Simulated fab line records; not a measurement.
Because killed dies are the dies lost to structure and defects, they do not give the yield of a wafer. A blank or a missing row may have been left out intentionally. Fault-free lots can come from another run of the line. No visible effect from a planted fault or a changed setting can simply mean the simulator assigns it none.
fab line records | flow sky130
record: lots: 24 wafers: 72 lastDay: 50
route steps=708 shown VT_ADJUST_HVTR@139 VIA2@521 METAL3@532 METAL4@602
lots that met no fault: from a run of the same line without faults
startH: the number of hours between the record's first day and the start of the first shown wafer of the lot | waitH: hours from the lot's prior step to this one | " repeats the value in the row above | L1.1+2: a single row standing in for several wafers | - value missing, or start not given | * or withheld: withheld | < > ~ a bound
route shown NAME@n: NAME is a module with steps in the file, n the number in the route of the first one | usual: the fault-free wafers' mean and standard deviation | same: alike in all rows | chamber/n: place in a boat | sites: per-site readings | _std_site: standard deviation of those values | _edge_site: mean of outer sites minus mean of inner sites | radiusMm: how far each site lies from the wafer's centre | mask NAME#n: copy n | behind: the tool/chamber that last shaped the wafer | hold: why the lot went on hold/how many hours it stayed there/how the hold came to an end | device: the transistor (n, p or np) that didn't switch | end of line: at the end of the route, the tests of the same wafers | step lacking rows: just its recipe | killed: dies that structure and defects cost at the first sort, which is not the same as the wafer's yield | map: shows each die of a wafer: x if killed, . if not, _ if none is there
set.NAME: the setting as run; set.NAME@STEP: as run at that earlier step | model.NAME: the simulator's own value behind a step, which no gauge read
route steps across a sampled set of lots; one table per step, one row per wafer
services: when a tool's chamber went out of use (startH, in hours from the record's first day, below 0 if earlier), for how many hours, and the reason
== steps ==
step: SKY_VT_ADJUST_HVTR_OVL_MEAS_08
usual: VT_ADJUST_HVTR_OVL: 0.1/1.3
columns lot.wafer tool chamber startH waitH VT_ADJUST_HVTR_OVL[nm]
L074.1 overlay-01 - 204.27 0.1 0.6
L074.3 " - " " -0.5
L074.4 " - " " -0.7
L075.4 overlay-02 - 210.25 0.1 -0.8
L075.5 " - " " 0.1
L075.6 " - " " -0.3
L076.3 overlay-02 - 221.87 0.1 -1.5
L076.5 " - " " 0.1
L076.6 " - " " 0.1
L077.1 overlay-01 - 223.17 0.1 -0.3
L077.5 " - " " -0.6
L077.6 " - " " -1.1
L078.2 overlay-01 - 232.66 0.1 -1.8
L078.3 " - " " 0.3
L078.5 " - " " -0.3
L079.1 overlay-01 - 237.42 0.1 -0.5
L079.2 " - " " 0.1
L079.6 " - " " -0.3
L080.1 overlay-02 - 244.27 0.1 -0.8
L080.3 " - " " -1.1
L080.4 " - " " 0.7
L081.1 overlay-02 - 254.23 0.1 0.5
L081.3 " - " " -0.1
L081.4 " - " " 0.3
L082.3 overlay-02 - 265.28 0.1 1.1
L082.5 " - " " 2.7
L082.6 " - " " 1.6
L083.2 overlay-01 - 282.36 0.1 1.0
L083.3 " - " " 1.4
L083.4 " - " " 2.7
L085.2 overlay-02 - 283.33 0.1 -1.1
L085.3 " - " " -0.6
L085.4 " - " " -0.3
L084.2 overlay-02 - 285.64 0.1 0.5
L084.4 " - " " -0.3
L084.5 " - " " -0.9
L086.2 overlay-01 - 286.59 0.1 -1.6
L086.4 " - " " 0.4
L086.5 " - " " 1.5
L087.1 overlay-02 - 302.32 0.1 0.8
L087.3 " - " " 0.6
L087.5 " - " " -0.1
L088.3 overlay-01 - 309.88 0.1 -1.3
L088.4 " - " " -0.7
L088.5 " - " " -1.5
L089.1 overlay-01 - 310.38 0.1 -1.5
L089.2 " - " " 1.1
L089.4 " - " " 0.2
L090.2 overlay-02 - 317.78 0.1 1.4
L090.3 " - " " 1.4
L090.6 " - " " 1.1
L091.1 overlay-02 - 335.26 0.1 -1.7
L091.4 " - " " -2.8
L091.5 " - " " -0.8
L092.3 overlay-02 - 336.78 0.1 2.7
L092.4 " - " " -0.1
L092.5 " - " " 1.2
L093.1 overlay-02 - 342.63 0.1 -1.7
L093.2 " - " " -0.2
L093.5 " - " " -1.9
L094.1 overlay-01 - 350.53 0.1 -1.2
L094.5 " - " " 0.8
L094.6 " - " " -0.9
L095.1 overlay-01 - 356.48 0.1 -0.1
L095.3 " - " " -1.5
L095.4 " - " " -0.8
L096.1 overlay-02 - 368.78 0.1 0.2
L096.2 " - " " 1.0
L096.5 " - " " -0.8
L097.2 overlay-02 - 374.37 0.1 1.4
L097.4 " - " " 2.6
L097.6 " - " " 3.3
step: SKY_VIA2_ETCH_14
recipe: chemistry: N2/H2 target: BARC ionEnergyEv: 200 sourceW: 511.9 biasW: 100 pressureMtorr: 30 n2FlowSccm: 100 h2FlowSccm: 200 stopOn: SiO2 timeS: 45.9 targetDepthA: 600
usual: drypumpMotorCurrentA: 5.7/0.52 oesProductAu: 0.855/0.0051 throttleValvePct: 13.225/0.0091
same: timeS: 45.9
columns lot.wafer tool chamber startH waitH drypumpMotorCurrentA oesProductAu rfHoursCounterH throttleValvePct
L074.1 rieDiel-03 3 845.09 0.0 5.8 0.855 22 13.229
L074.3 " 2 " " 6.3 0.855 7 13.217
L074.4 " 1 " " 6.5 0.846 6 13.232
L075.4 rieDiel-04 2 846.63 0.0 5.7 0.851 - 13.218
L075.5 " 0 " " 6.7 0.852 - 13.221
L075.6 " 3 " " 5.6 0.850 - 13.216
L076.3 rieDiel-04 3 866.54 0.0 5.6 0.852 2 13.215
L076.5 " 0 " " 6.7 0.838 - 13.228
L076.6 " 3 " " 5.6 0.854 - 13.235
L077.1 rieDiel-01 1 868.71 0.0 5.1 0.866 9 13.217
L077.5 " 1 " " 5.2 0.851 - 13.227
L077.6 " 2 " " 4.9 0.855 - 13.230
L078.2 rieDiel-03 0 889.54 0.0 5.1 0.848 16 13.235
L078.3 " 1 " " 6.5 0.849 8 13.231
L078.5 " 1 " " 6.5 0.858 - 13.212
L079.1 rieDiel-03 2 892.11 0.0 6.3 0.860 8 13.236
L079.2 " 0 " " 5.0 0.851 16 13.223
L079.6 " 1 " " 6.5 0.855 - 13.234
L080.1 rieDiel-01 0 895.81 0.0 5.7 0.853 2 13.223
L080.3 " 3 " " 5.7 0.859 9 13.216
L080.4 " 1 " " 5.1 0.849 10 13.234
L081.1 rieDiel-03 0 901.56 0.0 5.1 0.852 16 13.222
L081.3 " 2 " " 6.2 0.855 9 13.229
L081.4 " 1 " " 6.5 0.859 8 13.222
L082.3 rieDiel-04 2 912.89 0.0 5.7 0.861 14 13.229
L082.5 " 2 " " 5.7 0.857 - 13.226
L082.6 " 3 " " 5.5 0.858 - 13.238
L083.2 rieDiel-01 3 925.71 0.0 5.7 0.863 10 13.212
L083.3 " 2 " " 4.9 0.860 11 13.215
L083.4 " 1 " " 5.1 0.863 10 13.237
L085.2 rieDiel-04 3 932.69 0.0 5.5 0.857 5 13.230
L085.3 " 1 " " 5.6 0.851 2 13.224
L085.4 " 2 " " 5.7 0.854 15 13.220
L084.2 rieDiel-03 1 932.96 0.0 6.5 0.859 9 13.229
L084.4 " 0 " " 5.0 0.855 17 13.221
L084.5 " 2 " " 6.3 0.848 - 13.223
L086.2 rieDiel-01 3 934.51 0.0 5.7 0.853 10 13.224
L086.4 " 2 " " 4.8 0.860 11 13.228
L086.5 " 3 " " 5.8 0.858 - 13.201
L087.1 rieDiel-04 1 950.49 0.0 5.7 0.859 2 13.213
L087.3 " 2 " " 5.7 0.860 15 13.218
L087.5 " 3 " " 5.6 0.853 - 13.234
L088.3 rieDiel-03 1 956.81 0.0 6.5 0.848 10 13.225
L088.4 " 2 " " 6.2 0.861 11 13.219
L088.5 " 3 " " 5.8 0.853 - 13.227
L089.1 rieDiel-01 2 962.96 0.0 4.9 0.851 12 13.229
L089.2 " 3 " " 5.7 0.857 11 13.224
L089.4 " 1 " " 5.2 0.867 11 13.240
L090.2 rieDiel-03 2 969.59 0.0 6.2 0.855 11 13.222
L090.3 " 0 " " 5.0 0.848 18 13.223
L090.6 " 1 " " 6.4 0.843 - 13.205
L091.1 rieDiel-01 1 976.04 0.0 5.2 0.856 12 13.235
L091.4 " 2 " " 4.9 0.857 12 13.219
L091.5 " 3 " " 5.8 0.857 - 13.229
L092.3 rieDiel-01 0 981.14 0.0 5.7 0.853 4 13.237
L092.4 " 2 " " 4.9 0.852 12 13.227
L092.5 " 2 " " 4.9 0.864 - 13.219
L093.1 rieDiel-03 2 983.54 0.0 6.2 0.862 11 13.226
L093.2 " 0 " " 5.1 0.854 18 13.240
L093.5 " 2 " " 6.2 0.860 - 13.229
L094.1 rieDiel-03 1 987.41 0.0 6.5 0.857 11 13.216
L094.5 " 3 " " 5.8 0.856 - 13.225
L094.6 " 2 " " 6.2 0.855 - 13.218
L095.1 rieDiel-01 0 990.86 0.0 5.7 0.860 4 13.218
L095.3 " 3 " " 5.7 0.859 12 13.220
L095.4 " 3 " " 5.7 0.859 - 13.223
L096.1 rieDiel-01 1 1003.66 0.0 5.1 0.848 13 13.236
L096.2 " 2 " " 4.9 0.860 13 13.227
L096.5 " 2 " " 4.9 0.848 - 13.232
L097.2 rieDiel-04 0 1016.89 0.0 6.7 0.861 23 13.236
L097.4 " 2 " " 5.7 0.863 17 13.234
L097.6 " 2 " " 5.7 0.850 - 13.222
step: SKY_VIA2_SPUTTER_20
recipe: material: TiN targetThkNm: 20 chamberPressurePa: 5 powerW: 4000 timeS: 80
usual: throttleValvePct: 30.3/1.1
same: timeS: 80
columns lot.wafer tool chamber startH waitH throttleValvePct
L074.1 pvdSputter-03 - 845.81 0.0 31.7
L074.3 " - " " 29.6
L074.4 " - " " 29.5
L075.4 pvdSputter-01 - 847.33 0.0 32.5
L075.5 " - " " 28.8
L075.6 " - " " 32.4
L076.3 pvdSputter-04 - 867.27 0.0 29.2
L076.5 " - " " 29.7
L076.6 " - " " 29.4
L077.1 pvdSputter-03 - 869.41 0.0 29.7
L077.5 " - " " 31.4
L077.6 " - " " 29.5
L078.2 pvdSputter-03 - 890.24 0.0 29.6
L078.3 " - " " 31.2
L078.5 " - " " 29.7
L079.1 pvdSputter-04 - 892.85 0.0 28.5
L079.2 " - " " 30.3
L079.6 " - " " 28.6
L080.1 pvdSputter-01 - 896.54 0.0 31.2
L080.3 " - " " 30.2
L080.4 " - " " 30.0
L081.1 pvdSputter-01 - 902.25 0.0 31.3
L081.3 " - " " 30.1
L081.4 " - " " 28.6
L082.3 pvdSputter-04 - 913.59 0.0 29.9
L082.5 " - " " 29.5
L082.6 " - " " 29.0
L083.2 pvdSputter-03 - 926.41 0.0 29.5
L083.3 " - " " 31.1
L083.4 " - " " 29.5
L085.2 pvdSputter-03 - 933.39 0.0 31.4
L085.3 " - " " 31.6
L085.4 " - " " 29.8
L084.2 pvdSputter-01 - 933.65 0.0 32.6
L084.4 " - " " 31.5
L084.5 " - " " 31.4
L086.2 pvdSputter-03 - 935.20 0.0 31.6
L086.4 " - " " 31.1
L086.5 " - " " 31.2
L087.1 pvdSputter-04 - 951.22 0.0 29.5
L087.3 " - " " 29.3
L087.5 " - " " 28.8
L088.3 pvdSputter-01 - 957.54 0.0 29.1
L088.4 " - " " 31.1
L088.5 " - " " 30.1
L089.1 pvdSputter-04 - 963.69 0.0 29.3
L089.2 " - " " 30.3
L089.4 " - " " 30.4
L090.2 pvdSputter-03 - 970.33 0.0 29.8
L090.3 " - " " 31.1
L090.6 " - " " 31.7
L091.1 pvdSputter-01 - 976.77 0.0 28.6
L091.4 " - " " 29.9
L091.5 " - " " 28.8
L092.3 pvdSputter-03 - 981.88 0.0 29.4
L092.4 " - " " 31.6
L092.5 " - " " 31.4
L093.1 pvdSputter-04 - 984.27 0.0 29.5
L093.2 " - " " 30.5
L093.5 " - " " 30.2
L094.1 pvdSputter-03 - 988.17 0.0 31.3
L094.5 " - " " 29.5
L094.6 " - " " 29.6
L095.1 pvdSputter-03 - 991.57 0.0 31.2
L095.3 " - " " 29.5
L095.4 " - " " 29.7
L096.1 pvdSputter-04 - 1004.40 0.0 29.4
L096.2 " - " " 28.5
L096.5 " - " " 30.4
L097.2 pvdSputter-03 - 1017.94 0.0 29.5
L097.4 " - " " 31.7
L097.6 " - " " 31.5
step: SKY_METAL3_SPUTTER_00
recipe: material: Ti targetThkNm: 15 powerW: 3000 timeS: 10 chamberPressurePa: 0.4
usual: throttleValvePct: 30.6/1.3
same: timeS: 10
columns lot.wafer tool chamber startH waitH throttleValvePct
L074.1 pvdSputter-02 - 846.49 0.2 31.3
L074.3 " - " " 31.4
L074.4 " - " " 28.6
L075.4 pvdSputter-03 - 848.00 0.2 29.5
L075.5 " - " " 29.3
L075.6 " - " " 29.6
L076.3 pvdSputter-01 - 867.94 0.2 30.3
L076.5 " - " " 28.6
L076.6 " - " " 31.5
L077.1 pvdSputter-01 - 870.08 0.1 29.0
L077.5 " - " " 31.5
L077.6 " - " " 29.9
L078.2 pvdSputter-01 - 890.91 0.2 32.3
L078.3 " - " " 31.2
L078.5 " - " " 32.5
L079.1 pvdSputter-01 - 893.52 0.2 32.8
L079.2 " - " " 31.4
L079.6 " - " " 30.2
L080.1 pvdSputter-02 - 897.21 0.1 28.6
L080.3 " - " " 31.5
L080.4 " - " " 30.1
L081.1 pvdSputter-02 - 902.92 0.2 28.6
L081.3 " - " " 31.3
L081.4 " - " " 30.1
L082.3 pvdSputter-01 - 914.26 0.1 28.7
L082.5 " - " " 31.4
L082.6 " - " " 28.4
L083.2 pvdSputter-01 - 927.09 0.2 30.0
L083.3 " - " " 31.7
L083.4 " - " " 32.7
L085.2 pvdSputter-02 - 934.50 0.2 31.8
L085.3 " - " " 31.4
L085.4 " - " " 29.9
L084.2 pvdSputter-01 - 934.80 0.1 31.4
L084.4 " - " " 28.6
L084.5 " - " " 32.6
L086.2 pvdSputter-02 - 935.92 0.1 28.6
L086.4 " - " " 31.3
L086.5 " - " " 31.5
L087.1 pvdSputter-01 - 951.89 0.1 32.6
L087.3 " - " " 30.0
L087.5 " - " " 32.5
L088.3 pvdSputter-03 - 958.22 0.1 29.7
L088.4 " - " " 31.6
L088.5 " - " " 31.2
L089.1 pvdSputter-01 - 964.36 0.2 28.8
L089.2 " - " " 32.5
L089.4 " - " " 31.4
L090.2 pvdSputter-01 - 971.00 0.1 31.6
L090.3 " - " " 32.4
L090.6 " - " " 28.6
L091.1 pvdSputter-02 - 977.58 0.2 30.1
L091.4 " - " " 31.0
L091.5 " - " " 29.9
L092.3 pvdSputter-02 - 982.55 0.2 28.5
L092.4 " - " " 30.0
L092.5 " - " " 28.6
L093.1 pvdSputter-03 - 985.07 0.1 31.1
L093.2 " - " " 31.4
L093.5 " - " " 31.5
L094.1 pvdSputter-02 - 988.84 0.1 29.9
L094.5 " - " " 31.2
L094.6 " - " " 31.1
L095.1 pvdSputter-01 - 992.24 0.1 28.7
L095.3 " - " " 29.9
L095.4 " - " " 32.7
L096.1 pvdSputter-01 - 1005.07 0.1 31.5
L096.2 " - " " 32.7
L096.5 " - " " 32.7
L097.2 pvdSputter-01 - 1018.61 0.2 32.7
L097.4 " - " " 30.1
L097.6 " - " " 32.5
step: SKY_METAL3_ETCH_17
recipe: target: SiO2 stopOn: TiN chemistry: C4F8/O2/Ar sourceW: 1500 biasW: 1200 pressureMtorr: 40 c4f8FlowSccm: withheld O2_flow_sccm: 6 Ar_flow_sccm: 300 timeS: 3.9 targetDepthA: 150
usual: oesProductAu: 0.754/0.0074
same: timeS: 3.9
columns lot.wafer tool chamber startH waitH oesProductAu rfHoursCounterH
L074.1 rieDiel-01 0 900.32 0.1 0.741 2
L074.3 " 1 " " 0.748 10
L074.4 " 3 " " 0.754 9
L075.4 rieDiel-01 1 901.04 0.0 0.747 10
L075.5 " 2 " " 0.755 -
L075.6 " 1 " " 0.755 -
L076.3 rieDiel-02 1 919.43 0.0 0.752 -
L076.5 " 1 " " 0.754 -
L076.6 " 0 " " 0.761 -
L077.1 rieDiel-01 0 922.20 0.1 0.755 2
L077.5 " 3 " " 0.752 -
L077.6 " 0 " " 0.754 -
L078.2 rieDiel-02 2 941.80 0.1 0.756 15
L078.3 " 1 " " 0.746 21
L078.5 " 3 " " 0.752 -
L079.1 rieDiel-01 3 943.59 0.1 0.755 11
L079.2 " 0 " " 0.753 3
L079.6 " 0 " " 0.757 -
L080.1 rieDiel-04 3 947.35 0.1 0.756 5
L080.3 " 2 " " 0.759 15
L080.4 " 1 " " 0.763 2
L081.1 rieDiel-04 1 952.99 0.1 0.756 2
L081.3 " 2 " " 0.763 15
L081.4 " 0 " " 0.751 21
L082.3 rieDiel-04 3 963.20 0.0 0.749 6
L082.5 " 3 " " 0.748 -
L082.6 " 0 " " 0.747 -
L083.2 rieDiel-04 3 976.65 0.1 0.735 6
L083.3 " 0 " " 0.739 22
L083.4 " 1 " " 0.743 3
L085.2 rieDiel-02 2 984.12 0.1 0.755 17
L085.3 " 0 " " 0.754 9
L085.4 " 0 " " 0.751 -
L084.2 rieDiel-04 0 984.95 0.1 0.750 22
L084.4 " 1 " " 0.756 3
L084.5 " 0 " " 0.749 -
L086.2 rieDiel-02 0 985.37 0.1 0.751 9
L086.4 " 0 " " 0.747 -
L086.5 " 1 " " 0.755 -
L087.1 rieDiel-02 1 1000.27 0.1 0.747 23
L087.3 " 3 " " 0.752 23
L087.5 " 3 " " 0.771 -
L088.3 rieDiel-01 3 1006.24 0.0 0.754 12
L088.4 " 1 " " 0.761 13
L088.5 " 3 " " 0.757 -
L089.1 rieDiel-02 2 1012.05 0.1 0.746 18
L089.2 " 0 " " 0.748 10
L089.4 " 3 " " 0.752 24
L090.2 rieDiel-04 0 1018.17 0.1 0.760 23
L090.3 " 3 " " 0.748 7
L090.6 " 2 " " 0.748 -
L091.1 rieDiel-01 2 1025.00 0.1 0.752 13
L091.4 " 2 " " 0.761 -
L091.5 " 3 " " 0.755 -
L092.3 rieDiel-02 2 1029.69 0.0 0.745 19
L092.4 " 1 " " 0.756 24
L092.5 " 3 " " 0.751 -
L093.1 rieDiel-02 1 1032.25 0.1 0.753 24
L093.2 " 2 " " 0.752 19
L093.5 " 3 " " 0.768 -
L094.1 rieDiel-02 3 1035.75 0.1 0.761 25
L094.5 " 1 " " 0.759 -
L094.6 " 0 " " 0.760 -
L095.1 rieDiel-01 3 1038.59 0.1 0.746 13
L095.3 " 0 " " 0.749 6
L095.4 " 1 " " 0.767 14
L096.1 rieDiel-04 1 1051.24 0.1 0.756 5
L096.2 " 3 " " 0.746 9
L096.5 " 2 " " 0.760 -
L097.2 rieDiel-02 3 1063.35 0.1 0.756 26
L097.4 " 2 " " 0.771 20
L097.6 " 2 " " 0.752 -
step: SKY_METAL4_SPUTTER_04
recipe: material: TiN targetThkNm: 70 powerW: 6500 timeS: 58.3 chamberPressurePa: 0.4
usual: throttleValvePct: 30.2/1.2
same: timeS: 58.3
columns lot.wafer tool chamber startH waitH throttleValvePct
L074.1 pvdSputter-03 - 927.56 0.0 29.5
L074.3 " - " " 31.2
L074.4 " - " " 29.7
L075.4 pvdSputter-01 - 928.72 0.0 30.3
L075.5 " - " " 30.3
L075.6 " - " " 32.7
L076.3 pvdSputter-04 - 946.80 0.0 29.4
L076.5 " - " " 29.4
L076.6 " - " " 30.3
L077.1 pvdSputter-03 - 949.64 0.0 31.7
L077.5 " - " " 29.6
L077.6 " - " " 29.5
L078.2 pvdSputter-03 - 969.09 0.0 31.5
L078.3 " - " " 29.9
L078.5 " - " " 31.5
L079.1 pvdSputter-01 - 970.56 0.0 31.5
L079.2 " - " " 28.7
L079.6 " - " " 32.7
L080.1 pvdSputter-01 - 974.76 0.0 30.2
L080.3 " - " " 28.7
L080.4 " - " " 31.2
L081.1 pvdSputter-01 - 979.67 0.0 28.4
L081.3 " - " " 30.0
L081.4 " - " " 31.3
L082.3 pvdSputter-01 - 989.72 0.0 28.6
L082.5 " - " " 32.5
L082.6 " - " " 30.3
L083.2 pvdSputter-03 - 1003.39 0.0 31.4
L083.3 " - " " 29.7
L083.4 " - " " 31.1
L085.2 pvdSputter-04 - 1009.68 0.0 29.8
L085.3 " - " " 28.9
L085.4 " - " " 29.5
L084.2 pvdSputter-03 - 1010.91 0.0 31.3
L084.4 " - " " 31.3
L084.5 " - " " 31.0
L086.2 pvdSputter-04 - 1011.20 0.0 29.5
L086.4 " - " " 29.1
L086.5 " - " " 28.7
L087.1 pvdSputter-03 - 1025.81 0.0 31.2
L087.3 " - " " 29.6
L087.5 " - " " 29.7
L088.3 pvdSputter-04 - 1032.11 0.0 29.5
L088.4 " - " " 29.6
L088.5 " - " " 28.7
L089.1 pvdSputter-03 - 1037.84 0.0 31.3
L089.2 " - " " 29.8
L089.4 " - " " 29.6
L090.2 pvdSputter-03 - 1044.00 0.0 31.4
L090.3 " - " " 29.8
L090.6 " - " " 29.6
L091.1 pvdSputter-03 - 1050.06 0.0 29.5
L091.4 " - " " 29.4
L091.5 " - " " 31.3
L092.3 pvdSputter-04 - 1054.94 0.0 28.9
L092.4 " - " " 29.6
L092.5 " - " " 28.7
L093.1 pvdSputter-04 - 1057.81 0.0 28.7
L093.2 " - " " 29.6
L093.5 " - " " 29.5
L094.1 pvdSputter-03 - 1060.64 0.0 29.6
L094.5 " - " " 31.1
L094.6 " - " " 29.6
L095.1 pvdSputter-04 - 1063.65 0.0 29.5
L095.3 " - " " 29.3
L095.4 " - " " 28.8
L096.1 pvdSputter-01 - 1075.21 0.0 30.2
L096.2 " - " " 28.5
L096.5 " - " " 32.6
L097.2 pvdSputter-01 - 1087.12 0.0 28.8
L097.4 " - " " 29.8
L097.6 " - " " 32.6
== services ==
columns tool chamber startH hours kind
rieDiel-02 1 839.09 4.4 repair
rieDiel-04 1 845.07 3.5 repair
rieDiel-01 2 849.38 7.2 repair
rieDiel-02 3 860.11 21.3 repair
rieDiel-02 - 895.10 0.4 repair
pvdSputter-03 - 900.76 2.5 repair
rieDiel-02 2 916.73 6.5 repair
rieDiel-02 3 917.00 6.9 repair
pvdSputter-03 - 941.79 0.7 repair
pvdSputter-04 - 966.98 1.2 repair
rieDiel-04 - 967.47 0.3 repair
rieDiel-04 1 970.01 1.6 repair
rieDiel-02 3 978.28 16.7 repair
rieDiel-01 2 988.82 9.7 repair
rieDiel-01 - 998.96 2.8 pm
rieDiel-04 - 1003.82 10.0 pm
rieDiel-01 1 1023.27 4.8 repair
rieDiel-04 - 1032.15 2.8 pm
rieDiel-01 - 1033.01 2.7 repair
rieDiel-02 3 1033.67 1.3 repair
pvdSputter-01 - 1044.31 0.9 repair
rieDiel-01 0 1047.15 5.2 repair
pvdSputter-03 - 1078.05 0.8 repair
rieDiel-04 3 1084.48 41.1 repair
== key ==
fault none
